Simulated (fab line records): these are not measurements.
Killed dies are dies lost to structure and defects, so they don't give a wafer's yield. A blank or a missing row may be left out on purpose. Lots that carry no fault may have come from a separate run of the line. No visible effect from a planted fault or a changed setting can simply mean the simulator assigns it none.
Chamber matching ; flow sfq_line ; SFQ_TRILAYER_I3_CMP_CMP_082 on cmp-02 has 4 sister chambers
The step polishes SiO2. 4 wafers are shown with their chamber, then 8 later ones without.

== WAFERS, EACH WITH ITS CHAMBER ==
wafer;chamber;motor_current_A (A)
L286.2;3;10.1
L289.2;2;10.0
L298.5;1;10.1
L299.2;0;12.7

== WAFERS WITH NO CHAMBER GIVEN ==
wafer;motor_current_A (A)
L299.4;9.7
L299.5;12.8
L300.1;10.0
L300.2;9.7
L300.3;9.3
L302.1;9.6
L302.3;10.2
L302.4;10.0

== THE CHAMBER EACH PASSED THROUGH ==
wafer;from the rows above;in truth
L299.4;can't be placed: 2 or 1 or 3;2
L299.5;0;0
L300.1;can't be placed: 2 or 1 or 3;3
L300.2;can't be placed: 2 or 1 or 3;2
L300.3;can't be placed: 2 or 1 or 3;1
L302.1;can't be placed: 2 or 1 or 3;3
L302.3;can't be placed: 1 or 3 or 2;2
L302.4;can't be placed: 2 or 1 or 3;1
Correctly placed: 1 of 8. Not placeable from these rows: 7 (in 7, the candidates include the true chamber). 0 placed wrongly.
How it was worked out, from the rows above alone: a wafer's distance from a chamber is the root of the sum, over the readings, of the square of ((its reading less the chamber's mean) divided by the reading's scatter). The wafer belongs to the nearest chamber; if the next one is less than 2 further off, it can't be placed. A chamber's mean is the mean of its shown wafers. The scatter: root of mean squared gap, hidden wafer to nearest shown wafer, with one shown wafer a chamber.
